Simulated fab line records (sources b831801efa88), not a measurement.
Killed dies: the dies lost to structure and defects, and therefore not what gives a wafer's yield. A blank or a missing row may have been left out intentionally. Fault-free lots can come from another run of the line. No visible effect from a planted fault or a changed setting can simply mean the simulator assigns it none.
fab line records || flow sfq_line
record: {"lots": 13, "wafers": 39, "last_day": 83}
route steps=325 shown M4@149
lots with no fault: from the same line, run without faults
start_h: hours from the record's opening day to when the first of the lot's shown wafers began || wait_h: how many hours have passed since the lot's step before this one || " the same as in the row above || L1.1+2: one row covering several wafers at once || - either no value or no given start || * or withheld: withheld || < > ~ a bound
route shown NAME@n: a module of which the file shows steps, and the number in the route of the first || usual: mean/standard deviation of fault-free wafers || same: alike in all rows || chamber/n: place in a boat || sites: per-site readings || _std_site: standard deviation across them || _edge_site: outer sites' mean less inner sites' || radius_mm: how far each site lies from the wafer's centre || mask NAME#n: copy n || behind: the tool/chamber that last shaped the wafer || hold: reason for holding the lot/hours on hold/outcome of the hold || device: the transistor (n, p or np) that didn't switch || end of line: tests run on the same wafers once the route is complete || a step without rows: its recipe alone || killed: count of dies lost to structure and defects at first sort (not the wafer's yield) || map: shows each die of a wafer: x if killed, . if not, _ if none is there
set.NAME: the setting that was run; set.NAME@STEP: the one run at that earlier step || model.NAME: the simulator's own value behind a step, which no gauge read
a sample of lots followed through the steps of the route, with each step as a table and each wafer as a row
services: the hour from which a tool's chamber was out of use, counted from the record's first day as start_h (under 0 if before that day), plus the number of hours and why
== steps ==
step: SFQ_TRILAYER_M4_DEP_SPUTTER_091
recipe: {"material": "Nb", "base_pressure_pa": 1.33e-06, "chamber_pressure_pa": 0.1333, "substrate_temp_c": 20, "resputter_cathode_voltage_v": 400, "target_thk_nm": 200, "power_w": 2000, "time_s": 133.3}
usual: {"base_pressure_pa": "1.32e-06/9.1e-08", "chamber_pressure_pa": "0.13325/0.00027", "throttle_valve_pct": "30.0/1.2"}
{"lot.wafer": "L829.1", "tool": "pvd_sputter-05", "chamber": "-", "start_h": 981.98, "wait_h": 0.0, "base_pressure_pa": 1.25e-06, "chamber_pressure_pa": 0.13331, "throttle_valve_pct": 28.2}
{"lot.wafer": "L829.4", "tool": "pvd_sputter-05", "chamber": "-", "start_h": 981.98, "wait_h": 0.0, "base_pressure_pa": 1.27e-06, "chamber_pressure_pa": 0.13319, "throttle_valve_pct": 31.9}
{"lot.wafer": "L829.6", "tool": "pvd_sputter-05", "chamber": "-", "start_h": 981.98, "wait_h": 0.0, "base_pressure_pa": 1.37e-06, "chamber_pressure_pa": 0.13287, "throttle_valve_pct": 30.9}
{"lot.wafer": "L832.3", "tool": "pvd_sputter-05", "chamber": "-", "start_h": 1014.37, "wait_h": 0.0, "base_pressure_pa": 1.34e-06, "chamber_pressure_pa": 0.13313, "throttle_valve_pct": 32.0}
{"lot.wafer": "L832.5", "tool": "pvd_sputter-05", "chamber": "-", "start_h": 1014.37, "wait_h": 0.0, "base_pressure_pa": 1.47e-06, "chamber_pressure_pa": 0.1331, "throttle_valve_pct": 30.9}
{"lot.wafer": "L832.6", "tool": "pvd_sputter-05", "chamber": "-", "start_h": 1014.37, "wait_h": 0.0, "base_pressure_pa": 1.03e-06, "chamber_pressure_pa": 0.13346, "throttle_valve_pct": 30.6}
{"lot.wafer": "L833.1", "tool": "pvd_sputter-03", "chamber": "-", "start_h": 1064.77, "wait_h": 0.0, "base_pressure_pa": 1.31e-06, "chamber_pressure_pa": 0.13324, "throttle_valve_pct": 28.2}
{"lot.wafer": "L833.2", "tool": "pvd_sputter-03", "chamber": "-", "start_h": 1064.77, "wait_h": 0.0, "base_pressure_pa": 1.15e-06, "chamber_pressure_pa": 0.13314, "throttle_valve_pct": 31.8}
{"lot.wafer": "L833.5", "tool": "pvd_sputter-03", "chamber": "-", "start_h": 1064.77, "wait_h": 0.0, "base_pressure_pa": 1.32e-06, "chamber_pressure_pa": 0.13353, "throttle_valve_pct": 29.1}
{"lot.wafer": "L834.1", "tool": "pvd_sputter-03", "chamber": "-", "start_h": 1069.57, "wait_h": 0.0, "base_pressure_pa": 1.3e-06, "chamber_pressure_pa": 0.13339, "throttle_valve_pct": 28.6}
{"lot.wafer": "L834.2", "tool": "pvd_sputter-03", "chamber": "-", "start_h": 1069.57, "wait_h": 0.0, "base_pressure_pa": 1.27e-06, "chamber_pressure_pa": 0.13252, "throttle_valve_pct": 28.5}
{"lot.wafer": "L834.6", "tool": "pvd_sputter-03", "chamber": "-", "start_h": 1069.57, "wait_h": 0.0, "base_pressure_pa": 1.32e-06, "chamber_pressure_pa": 0.13265, "throttle_valve_pct": 28.0}
{"lot.wafer": "L837.2", "tool": "pvd_sputter-03", "chamber": "-", "start_h": 1102.03, "wait_h": 0.0, "base_pressure_pa": 1.42e-06, "chamber_pressure_pa": 0.1334, "throttle_valve_pct": 30.2}
{"lot.wafer": "L837.5", "tool": "pvd_sputter-03", "chamber": "-", "start_h": 1102.03, "wait_h": 0.0, "base_pressure_pa": 1.46e-06, "chamber_pressure_pa": 0.13301, "throttle_valve_pct": 28.2}
{"lot.wafer": "L837.6", "tool": "pvd_sputter-03", "chamber": "-", "start_h": 1102.03, "wait_h": 0.0, "base_pressure_pa": 1.28e-06, "chamber_pressure_pa": 0.13317, "throttle_valve_pct": 29.0}
{"lot.wafer": "L839.2", "tool": "pvd_sputter-05", "chamber": "-", "start_h": 1110.43, "wait_h": 0.0, "base_pressure_pa": 1.23e-06, "chamber_pressure_pa": 0.13299, "throttle_valve_pct": 30.3}
{"lot.wafer": "L839.5", "tool": "pvd_sputter-05", "chamber": "-", "start_h": 1110.43, "wait_h": 0.0, "base_pressure_pa": 1.33e-06, "chamber_pressure_pa": 0.13303, "throttle_valve_pct": 28.4}
{"lot.wafer": "L839.6", "tool": "pvd_sputter-05", "chamber": "-", "start_h": 1110.43, "wait_h": 0.0, "base_pressure_pa": 1.35e-06, "chamber_pressure_pa": 0.13342, "throttle_valve_pct": 31.9}
{"lot.wafer": "L845.1", "tool": "pvd_sputter-06", "chamber": "-", "start_h": 1171.63, "wait_h": 0.0, "base_pressure_pa": 1.3e-06, "chamber_pressure_pa": 0.13358, "throttle_valve_pct": 30.5}
{"lot.wafer": "L845.2", "tool": "pvd_sputter-06", "chamber": "-", "start_h": 1171.63, "wait_h": 0.0, "base_pressure_pa": 1.24e-06, "chamber_pressure_pa": 0.13348, "throttle_valve_pct": 28.8}
{"lot.wafer": "L845.5", "tool": "pvd_sputter-06", "chamber": "-", "start_h": 1171.63, "wait_h": 0.0, "base_pressure_pa": 1.3e-06, "chamber_pressure_pa": 0.13297, "throttle_valve_pct": 29.7}
{"lot.wafer": "L846.1", "tool": "pvd_sputter-03", "chamber": "-", "start_h": 1172.97, "wait_h": 0.0, "base_pressure_pa": 1.32e-06, "chamber_pressure_pa": 0.13344, "throttle_valve_pct": 31.8}
{"lot.wafer": "L846.2", "tool": "pvd_sputter-03", "chamber": "-", "start_h": 1172.97, "wait_h": 0.0, "base_pressure_pa": 1.19e-06, "chamber_pressure_pa": 0.13374, "throttle_valve_pct": 29.9}
{"lot.wafer": "L846.5", "tool": "pvd_sputter-03", "chamber": "-", "start_h": 1172.97, "wait_h": 0.0, "base_pressure_pa": 1.33e-06, "chamber_pressure_pa": 0.13321, "throttle_valve_pct": 28.7}
{"lot.wafer": "L847.1", "tool": "pvd_sputter-05", "chamber": "-", "start_h": 1207.67, "wait_h": 0.0, "base_pressure_pa": 1.26e-06, "chamber_pressure_pa": 0.13339, "throttle_valve_pct": 28.5}
{"lot.wafer": "L847.5", "tool": "pvd_sputter-05", "chamber": "-", "start_h": 1207.67, "wait_h": 0.0, "base_pressure_pa": 1.28e-06, "chamber_pressure_pa": 0.13319, "throttle_valve_pct": 30.8}
{"lot.wafer": "L847.6", "tool": "pvd_sputter-05", "chamber": "-", "start_h": 1207.67, "wait_h": 0.0, "base_pressure_pa": 1.35e-06, "chamber_pressure_pa": 0.13308, "throttle_valve_pct": 28.3}
{"lot.wafer": "L849.1", "tool": "pvd_sputter-03", "chamber": "-", "start_h": 1255.57, "wait_h": 0.0, "base_pressure_pa": 1.41e-06, "chamber_pressure_pa": 0.13294, "throttle_valve_pct": 28.7}
{"lot.wafer": "L849.3", "tool": "pvd_sputter-03", "chamber": "-", "start_h": 1255.57, "wait_h": 0.0, "base_pressure_pa": 1.15e-06, "chamber_pressure_pa": 0.13271, "throttle_valve_pct": 29.9}
{"lot.wafer": "L849.5", "tool": "pvd_sputter-03", "chamber": "-", "start_h": 1255.57, "wait_h": 0.0, "base_pressure_pa": 1.22e-06, "chamber_pressure_pa": 0.13307, "throttle_valve_pct": 31.6}
{"lot.wafer": "L850.3", "tool": "pvd_sputter-06", "chamber": "-", "start_h": 1257.97, "wait_h": 0.0, "base_pressure_pa": 1.36e-06, "chamber_pressure_pa": 0.13303, "throttle_valve_pct": 30.6}
{"lot.wafer": "L850.4", "tool": "pvd_sputter-06", "chamber": "-", "start_h": 1257.97, "wait_h": 0.0, "base_pressure_pa": 1.23e-06, "chamber_pressure_pa": 0.13329, "throttle_valve_pct": 31.0}
{"lot.wafer": "L850.5", "tool": "pvd_sputter-06", "chamber": "-", "start_h": 1257.97, "wait_h": 0.0, "base_pressure_pa": 1.25e-06, "chamber_pressure_pa": 0.13311, "throttle_valve_pct": 30.8}
{"lot.wafer": "L851.2", "tool": "pvd_sputter-03", "chamber": "-", "start_h": 1259.55, "wait_h": 0.0, "base_pressure_pa": 1.32e-06, "chamber_pressure_pa": 0.13362, "throttle_valve_pct": 30.0}
{"lot.wafer": "L851.4", "tool": "pvd_sputter-03", "chamber": "-", "start_h": 1259.55, "wait_h": 0.0, "base_pressure_pa": 1.4e-06, "chamber_pressure_pa": 0.13287, "throttle_valve_pct": 28.5}
{"lot.wafer": "L851.6", "tool": "pvd_sputter-03", "chamber": "-", "start_h": 1259.55, "wait_h": 0.0, "base_pressure_pa": 1.35e-06, "chamber_pressure_pa": 0.13276, "throttle_valve_pct": 28.4}
{"lot.wafer": "L852.1", "tool": "pvd_sputter-05", "chamber": "-", "start_h": 1261.95, "wait_h": 0.0, "base_pressure_pa": 1.34e-06, "chamber_pressure_pa": 0.13298, "throttle_valve_pct": 31.0}
{"lot.wafer": "L852.3", "tool": "pvd_sputter-05", "chamber": "-", "start_h": 1261.95, "wait_h": 0.0, "base_pressure_pa": 1.24e-06, "chamber_pressure_pa": 0.13301, "throttle_valve_pct": 28.2}
{"lot.wafer": "L852.5", "tool": "pvd_sputter-05", "chamber": "-", "start_h": 1261.95, "wait_h": 0.0, "base_pressure_pa": 1.44e-06, "chamber_pressure_pa": 0.13316, "throttle_valve_pct": 30.1}
step: SFQ_M4_RS_MEAS_924
recipe: {"thk_meas_gauge": "four-point-probe", "reads": "Nb_of_TRILAYER_M4_DEP_SPUTTER_091"}
usual: {"M4_NB_RS": "0.895/0.01"}
{"lot.wafer": "L829.1", "tool": "film_metro-03", "chamber": "-", "start_h": 982.07, "wait_h": 0.0, "M4_NB_RS[ohm/sq]": 0.903}
{"lot.wafer": "L829.4", "tool": "film_metro-03", "chamber": "-", "start_h": 982.07, "wait_h": 0.0, "M4_NB_RS[ohm/sq]": 0.890}
{"lot.wafer": "L829.6", "tool": "film_metro-03", "chamber": "-", "start_h": 982.07, "wait_h": 0.0, "M4_NB_RS[ohm/sq]": 0.878}
{"lot.wafer": "L832.3", "tool": "film_metro-01", "chamber": "-", "start_h": 1014.50, "wait_h": 0.1, "M4_NB_RS[ohm/sq]": 0.899}
{"lot.wafer": "L832.5", "tool": "film_metro-01", "chamber": "-", "start_h": 1014.50, "wait_h": 0.1, "M4_NB_RS[ohm/sq]": 0.909}
{"lot.wafer": "L832.6", "tool": "film_metro-01", "chamber": "-", "start_h": 1014.50, "wait_h": 0.1, "M4_NB_RS[ohm/sq]": 0.896}
{"lot.wafer": "L833.1", "tool": "film_metro-03", "chamber": "-", "start_h": 1064.86, "wait_h": 0.0, "M4_NB_RS[ohm/sq]": 0.916}
{"lot.wafer": "L833.2", "tool": "film_metro-03", "chamber": "-", "start_h": 1064.86, "wait_h": 0.0, "M4_NB_RS[ohm/sq]": 0.893}
{"lot.wafer": "L833.5", "tool": "film_metro-03", "chamber": "-", "start_h": 1064.86, "wait_h": 0.0, "M4_NB_RS[ohm/sq]": 0.889}
{"lot.wafer": "L834.1", "tool": "film_metro-03", "chamber": "-", "start_h": 1069.66, "wait_h": 0.0, "M4_NB_RS[ohm/sq]": 0.898}
{"lot.wafer": "L834.2", "tool": "film_metro-03", "chamber": "-", "start_h": 1069.66, "wait_h": 0.0, "M4_NB_RS[ohm/sq]": 0.922}
{"lot.wafer": "L834.6", "tool": "film_metro-03", "chamber": "-", "start_h": 1069.66, "wait_h": 0.0, "M4_NB_RS[ohm/sq]": 0.922}
{"lot.wafer": "L837.2", "tool": "film_metro-03", "chamber": "-", "start_h": 1102.14, "wait_h": 0.1, "M4_NB_RS[ohm/sq]": 1.091}
{"lot.wafer": "L837.5", "tool": "film_metro-03", "chamber": "-", "start_h": 1102.14, "wait_h": 0.1, "M4_NB_RS[ohm/sq]": 0.899}
{"lot.wafer": "L837.6", "tool": "film_metro-03", "chamber": "-", "start_h": 1102.14, "wait_h": 0.1, "M4_NB_RS[ohm/sq]": 0.882}
{"lot.wafer": "L839.2", "tool": "film_metro-01", "chamber": "-", "start_h": 1110.54, "wait_h": 0.1, "M4_NB_RS[ohm/sq]": 0.884}
{"lot.wafer": "L839.5", "tool": "film_metro-01", "chamber": "-", "start_h": 1110.54, "wait_h": 0.1, "M4_NB_RS[ohm/sq]": 0.893}
{"lot.wafer": "L839.6", "tool": "film_metro-01", "chamber": "-", "start_h": 1110.54, "wait_h": 0.1, "M4_NB_RS[ohm/sq]": 0.881}
{"lot.wafer": "L845.1", "tool": "film_metro-01", "chamber": "-", "start_h": 1171.72, "wait_h": 0.0, "M4_NB_RS[ohm/sq]": 0.888}
{"lot.wafer": "L845.2", "tool": "film_metro-01", "chamber": "-", "start_h": 1171.72, "wait_h": 0.0, "M4_NB_RS[ohm/sq]": 0.877}
{"lot.wafer": "L845.5", "tool": "film_metro-01", "chamber": "-", "start_h": 1171.72, "wait_h": 0.0, "M4_NB_RS[ohm/sq]": 0.885}
{"lot.wafer": "L846.1", "tool": "film_metro-03", "chamber": "-", "start_h": 1173.06, "wait_h": 0.0, "M4_NB_RS[ohm/sq]": 0.890}
{"lot.wafer": "L846.2", "tool": "film_metro-03", "chamber": "-", "start_h": 1173.06, "wait_h": 0.0, "M4_NB_RS[ohm/sq]": 0.890}
{"lot.wafer": "L846.5", "tool": "film_metro-03", "chamber": "-", "start_h": 1173.06, "wait_h": 0.0, "M4_NB_RS[ohm/sq]": 0.889}
{"lot.wafer": "L847.1", "tool": "film_metro-03", "chamber": "-", "start_h": 1207.76, "wait_h": 0.0, "M4_NB_RS[ohm/sq]": 0.907}
{"lot.wafer": "L847.5", "tool": "film_metro-03", "chamber": "-", "start_h": 1207.76, "wait_h": 0.0, "M4_NB_RS[ohm/sq]": 0.897}
{"lot.wafer": "L847.6", "tool": "film_metro-03", "chamber": "-", "start_h": 1207.76, "wait_h": 0.0, "M4_NB_RS[ohm/sq]": 0.908}
{"lot.wafer": "L849.1", "tool": "film_metro-03", "chamber": "-", "start_h": 1255.66, "wait_h": 0.0, "M4_NB_RS[ohm/sq]": 0.892}
{"lot.wafer": "L849.3", "tool": "film_metro-03", "chamber": "-", "start_h": 1255.66, "wait_h": 0.0, "M4_NB_RS[ohm/sq]": 0.881}
{"lot.wafer": "L849.5", "tool": "film_metro-03", "chamber": "-", "start_h": 1255.66, "wait_h": 0.0, "M4_NB_RS[ohm/sq]": 0.883}
{"lot.wafer": "L850.3", "tool": "film_metro-03", "chamber": "-", "start_h": 1258.10, "wait_h": 0.1, "M4_NB_RS[ohm/sq]": 0.911}
{"lot.wafer": "L850.4", "tool": "film_metro-03", "chamber": "-", "start_h": 1258.10, "wait_h": 0.1, "M4_NB_RS[ohm/sq]": 0.913}
{"lot.wafer": "L850.5", "tool": "film_metro-03", "chamber": "-", "start_h": 1258.10, "wait_h": 0.1, "M4_NB_RS[ohm/sq]": 0.909}
{"lot.wafer": "L851.2", "tool": "film_metro-01", "chamber": "-", "start_h": 1259.66, "wait_h": 0.1, "M4_NB_RS[ohm/sq]": 0.888}
{"lot.wafer": "L851.4", "tool": "film_metro-01", "chamber": "-", "start_h": 1259.66, "wait_h": 0.1, "M4_NB_RS[ohm/sq]": 0.908}
{"lot.wafer": "L851.6", "tool": "film_metro-01", "chamber": "-", "start_h": 1259.66, "wait_h": 0.1, "M4_NB_RS[ohm/sq]": 0.903}
{"lot.wafer": "L852.1", "tool": "film_metro-02", "chamber": "-", "start_h": 1262.04, "wait_h": 0.0, "M4_NB_RS[ohm/sq]": 0.895}
{"lot.wafer": "L852.3", "tool": "film_metro-02", "chamber": "-", "start_h": 1262.04, "wait_h": 0.0, "M4_NB_RS[ohm/sq]": 0.911}
{"lot.wafer": "L852.5", "tool": "film_metro-02", "chamber": "-", "start_h": 1262.04, "wait_h": 0.0, "M4_NB_RS[ohm/sq]": 0.908}
step: SFQ_TRILAYER_M4_ETCH_METAL_ETCH_096
recipe: {"target": "Nb", "stop_on": "SiO2", "mask_material": "PR", "chemistry": "Cl2/Ar", "target_depth_nm": 240, "icp_w": 600, "bias_w": 80, "pressure_mtorr": 10, "time_s": 120}
usual: {"drypump_motor_current_A": "5.60/0.28", "oes_product_au": "0.891/0.0071"}
{"lot.wafer": "L829.1", "tool": "rie_metal-04", "chamber": 0, "start_h": 1119.13, "wait_h": 0.0, "drypump_motor_current_A": 5.50, "oes_product_au": 0.892, "rf_hours_counter_h": 136}
{"lot.wafer": "L829.4", "tool": "rie_metal-04", "chamber": 0, "start_h": 1119.13, "wait_h": 0.0, "drypump_motor_current_A": 5.50, "oes_product_au": 0.895, "rf_hours_counter_h": "-"}
{"lot.wafer": "L829.6", "tool": "rie_metal-04", "chamber": 1, "start_h": 1119.13, "wait_h": 0.0, "drypump_motor_current_A": 5.19, "oes_product_au": 0.905, "rf_hours_counter_h": "-"}
{"lot.wafer": "L832.3", "tool": "rie_metal-02", "chamber": 1, "start_h": 1161.17, "wait_h": 0.1, "drypump_motor_current_A": 5.87, "oes_product_au": 0.884, "rf_hours_counter_h": "-"}
{"lot.wafer": "L832.5", "tool": "rie_metal-02", "chamber": 1, "start_h": 1161.17, "wait_h": 0.1, "drypump_motor_current_A": 5.87, "oes_product_au": 0.876, "rf_hours_counter_h": "-"}
{"lot.wafer": "L832.6", "tool": "rie_metal-02", "chamber": 0, "start_h": 1161.17, "wait_h": 0.1, "drypump_motor_current_A": 5.63, "oes_product_au": 0.890, "rf_hours_counter_h": "-"}
{"lot.wafer": "L833.1", "tool": "rie_metal-04", "chamber": 1, "start_h": 1204.33, "wait_h": 0.0, "drypump_motor_current_A": 5.19, "oes_product_au": 0.887, "rf_hours_counter_h": 15}
{"lot.wafer": "L833.2", "tool": "rie_metal-04", "chamber": 0, "start_h": 1204.33, "wait_h": 0.0, "drypump_motor_current_A": 5.53, "oes_product_au": 0.892, "rf_hours_counter_h": 5}
{"lot.wafer": "L833.5", "tool": "rie_metal-04", "chamber": 1, "start_h": 1204.33, "wait_h": 0.0, "drypump_motor_current_A": 5.17, "oes_product_au": 0.898, "rf_hours_counter_h": "-"}
{"lot.wafer": "L834.1", "tool": "rie_metal-02", "chamber": 1, "start_h": 1210.37, "wait_h": 0.0, "drypump_motor_current_A": 5.89, "oes_product_au": 0.890, "rf_hours_counter_h": 25}
{"lot.wafer": "L834.2", "tool": "rie_metal-02", "chamber": 0, "start_h": 1210.37, "wait_h": 0.0, "drypump_motor_current_A": 5.63, "oes_product_au": 0.881, "rf_hours_counter_h": 9}
{"lot.wafer": "L834.6", "tool": "rie_metal-02", "chamber": 1, "start_h": 1210.37, "wait_h": 0.0, "drypump_motor_current_A": 5.88, "oes_product_au": 0.872, "rf_hours_counter_h": "-"}
{"lot.wafer": "L837.2", "tool": "rie_metal-02", "chamber": 0, "start_h": 1239.17, "wait_h": 0.0, "drypump_motor_current_A": 5.63, "oes_product_au": 0.802, "rf_hours_counter_h": 14}
{"lot.wafer": "L837.5", "tool": "rie_metal-02", "chamber": 0, "start_h": 1239.17, "wait_h": 0.0, "drypump_motor_current_A": 5.65, "oes_product_au": 0.886, "rf_hours_counter_h": "-"}
{"lot.wafer": "L837.6", "tool": "rie_metal-02", "chamber": 1, "start_h": 1239.17, "wait_h": 0.0, "drypump_motor_current_A": 5.90, "oes_product_au": 0.899, "rf_hours_counter_h": "-"}
{"lot.wafer": "L839.2", "tool": "rie_metal-01", "chamber": 1, "start_h": 1250.24, "wait_h": 0.0, "drypump_motor_current_A": 6.07, "oes_product_au": 0.900, "rf_hours_counter_h": 130}
{"lot.wafer": "L839.5", "tool": "rie_metal-01", "chamber": 0, "start_h": 1250.24, "wait_h": 0.0, "drypump_motor_current_A": 5.34, "oes_product_au": 0.895, "rf_hours_counter_h": "-"}
{"lot.wafer": "L839.6", "tool": "rie_metal-01", "chamber": 1, "start_h": 1250.24, "wait_h": 0.0, "drypump_motor_current_A": 6.04, "oes_product_au": 0.883, "rf_hours_counter_h": "-"}
{"lot.wafer": "L845.1", "tool": "rie_metal-02", "chamber": 0, "start_h": 1302.59, "wait_h": 0.0, "drypump_motor_current_A": 5.64, "oes_product_au": 0.894, "rf_hours_counter_h": 26}
{"lot.wafer": "L845.2", "tool": "rie_metal-02", "chamber": 1, "start_h": 1302.59, "wait_h": 0.0, "drypump_motor_current_A": 5.89, "oes_product_au": 0.903, "rf_hours_counter_h": 43}
{"lot.wafer": "L845.5", "tool": "rie_metal-02", "chamber": 1, "start_h": 1302.59, "wait_h": 0.0, "drypump_motor_current_A": 5.90, "oes_product_au": 0.893, "rf_hours_counter_h": "-"}
{"lot.wafer": "L846.1", "tool": "rie_metal-04", "chamber": 1, "start_h": 1303.79, "wait_h": 0.0, "drypump_motor_current_A": 5.17, "oes_product_au": 0.885, "rf_hours_counter_h": 32}
{"lot.wafer": "L846.2", "tool": "rie_metal-04", "chamber": 0, "start_h": 1303.79, "wait_h": 0.0, "drypump_motor_current_A": 5.50, "oes_product_au": 0.900, "rf_hours_counter_h": 22}
{"lot.wafer": "L846.5", "tool": "rie_metal-04", "chamber": 1, "start_h": 1303.79, "wait_h": 0.0, "drypump_motor_current_A": 5.19, "oes_product_au": 0.884, "rf_hours_counter_h": "-"}
{"lot.wafer": "L847.1", "tool": "rie_metal-01", "chamber": 1, "start_h": 1332.59, "wait_h": 0.0, "drypump_motor_current_A": 6.09, "oes_product_au": 0.889, "rf_hours_counter_h": 10}
{"lot.wafer": "L847.5", "tool": "rie_metal-01", "chamber": 0, "start_h": 1332.59, "wait_h": 0.0, "drypump_motor_current_A": 5.33, "oes_product_au": 0.891, "rf_hours_counter_h": "-"}
{"lot.wafer": "L847.6", "tool": "rie_metal-01", "chamber": 1, "start_h": 1332.59, "wait_h": 0.0, "drypump_motor_current_A": 6.07, "oes_product_au": 0.881, "rf_hours_counter_h": "-"}
{"lot.wafer": "L849.1", "tool": "rie_metal-04", "chamber": 1, "start_h": 1357.79, "wait_h": 0.0, "drypump_motor_current_A": 5.18, "oes_product_au": 0.890, "rf_hours_counter_h": 42}
{"lot.wafer": "L849.3", "tool": "rie_metal-04", "chamber": 1, "start_h": 1357.79, "wait_h": 0.0, "drypump_motor_current_A": 5.19, "oes_product_au": 0.906, "rf_hours_counter_h": "-"}
{"lot.wafer": "L849.5", "tool": "rie_metal-04", "chamber": 0, "start_h": 1357.79, "wait_h": 0.0, "drypump_motor_current_A": 5.49, "oes_product_au": 0.905, "rf_hours_counter_h": "-"}
{"lot.wafer": "L850.3", "tool": "rie_metal-02", "chamber": 0, "start_h": 1360.23, "wait_h": 0.1, "drypump_motor_current_A": 5.65, "oes_product_au": 0.891, "rf_hours_counter_h": "-"}
{"lot.wafer": "L850.4", "tool": "rie_metal-02", "chamber": 1, "start_h": 1360.23, "wait_h": 0.1, "drypump_motor_current_A": 5.88, "oes_product_au": 0.874, "rf_hours_counter_h": "-"}
{"lot.wafer": "L850.5", "tool": "rie_metal-02", "chamber": 1, "start_h": 1360.23, "wait_h": 0.1, "drypump_motor_current_A": 5.89, "oes_product_au": 0.878, "rf_hours_counter_h": "-"}
{"lot.wafer": "L851.2", "tool": "rie_metal-04", "chamber": 1, "start_h": 1361.39, "wait_h": 0.0, "drypump_motor_current_A": 5.20, "oes_product_au": 0.901, "rf_hours_counter_h": 43}
{"lot.wafer": "L851.4", "tool": "rie_metal-04", "chamber": 0, "start_h": 1361.39, "wait_h": 0.0, "drypump_motor_current_A": 5.51, "oes_product_au": 0.884, "rf_hours_counter_h": "-"}
{"lot.wafer": "L851.6", "tool": "rie_metal-04", "chamber": 1, "start_h": 1361.39, "wait_h": 0.0, "drypump_motor_current_A": 5.20, "oes_product_au": 0.886, "rf_hours_counter_h": "-"}
{"lot.wafer": "L852.1", "tool": "rie_metal-02", "chamber": 1, "start_h": 1363.85, "wait_h": 0.1, "drypump_motor_current_A": 5.89, "oes_product_au": 0.887, "rf_hours_counter_h": 55}
{"lot.wafer": "L852.3", "tool": "rie_metal-02", "chamber": 1, "start_h": 1363.85, "wait_h": 0.1, "drypump_motor_current_A": 5.90, "oes_product_au": 0.885, "rf_hours_counter_h": "-"}
{"lot.wafer": "L852.5", "tool": "rie_metal-02", "chamber": 1, "start_h": 1363.85, "wait_h": 0.1, "drypump_motor_current_A": 5.87, "oes_product_au": 0.883, "rf_hours_counter_h": "-"}
== services ==
{"tool": "rie_metal-01", "chamber": 0, "start_h": 966.56, "hours": 5.8, "kind": "repair"}
{"tool": "rie_metal-02", "chamber": 1, "start_h": 992.11, "hours": "-", "kind": "clean"}
{"tool": "rie_metal-02", "chamber": 1, "start_h": 992.11, "hours": 17.0, "kind": "scheduled_down"}
{"tool": "rie_metal-02", "chamber": 1, "start_h": 992.11, "hours": 17.0, "kind": "vent_cycle"}
{"tool": "rie_metal-04", "chamber": 0, "start_h": 996.50, "hours": 8.0, "kind": "repair"}
{"tool": "pvd_sputter-05", "chamber": "-", "start_h": 997.96, "hours": 5.3, "kind": "repair"}
{"tool": "rie_metal-04", "chamber": "-", "start_h": 1043.01, "hours": 0.2, "kind": "repair"}
{"tool": "pvd_sputter-03", "chamber": "-", "start_h": 1044.17, "hours": 14.6, "kind": "repair"}
{"tool": "pvd_sputter-06", "chamber": "-", "start_h": 1053.10, "hours": 12.0, "kind": "repair"}
{"tool": "pvd_sputter-05", "chamber": "-", "start_h": 1095.33, "hours": 0.5, "kind": "repair"}
{"tool": "rie_metal-04", "chamber": "-", "start_h": 1128.82, "hours": 2.3, "kind": "repair"}
{"tool": "pvd_sputter-03", "chamber": "-", "start_h": 1134.39, "hours": 0.9, "kind": "repair"}
{"tool": "rie_metal-04", "chamber": 0, "start_h": 1135.86, "hours": 15.9, "kind": "repair"}
{"tool": "rie_metal-01", "chamber": 0, "start_h": 1160.92, "hours": 49.1, "kind": "repair"}
{"tool": "rie_metal-02", "chamber": 1, "start_h": 1166.96, "hours": 2.4, "kind": "repair"}
{"tool": "pvd_sputter-06", "chamber": "-", "start_h": 1175.99, "hours": 0.8, "kind": "repair"}
{"tool": "rie_metal-01", "chamber": "-", "start_h": 1199.70, "hours": 14.6, "kind": "pm"}
{"tool": "rie_metal-02", "chamber": 0, "start_h": 1245.67, "hours": 2.5, "kind": "repair"}
{"tool": "pvd_sputter-05", "chamber": "-", "start_h": 1256.87, "hours": 4.1, "kind": "repair"}
{"tool": "pvd_sputter-05", "chamber": "-", "start_h": 1279.63, "hours": 54.3, "kind": "repair"}
{"tool": "pvd_sputter-05", "chamber": "-", "start_h": 1291.66, "hours": 1.2, "kind": "repair"}
{"tool": "rie_metal-02", "chamber": "-", "start_h": 1324.52, "hours": 1.4, "kind": "pm"}
{"tool": "pvd_sputter-05", "chamber": "-", "start_h": 1328.50, "hours": 5.1, "kind": "repair"}
{"tool": "rie_metal-02", "chamber": 0, "start_h": 1361.30, "hours": 8.1, "kind": "repair"}
== key ==
first_sign: {"step": "SFQ_M4_RS_MEAS_924", "reading": "M4_NB_RS", "direction": "up", "sigmas": 19, "usual": 0.895, "struck": 1.091}
effect: {"step": "SFQ_TRILAYER_M4_ETCH_METAL_ETCH_096", "reading": "oes_product_au", "direction": "down", "sigmas": 13, "usual": 0.891, "struck": 0.802}
met_at SFQ_TRILAYER_M4_DEP_SPUTTER_091
struck_lots L837
struck_wafers L837.2
fault: {"kind": "process_parameter_drift", "tool": "pvd_sputter-03", "chamber": "-", "onset_h": 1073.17, "steps": "SFQ_TRILAYER_M4_DEP_SPUTTER_091", "channel": "time_s", "offset": "*", "shape": "step", "end_h": 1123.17, "acts_in": "*", "stated": "*", "scope": "struck_wafers_only"}
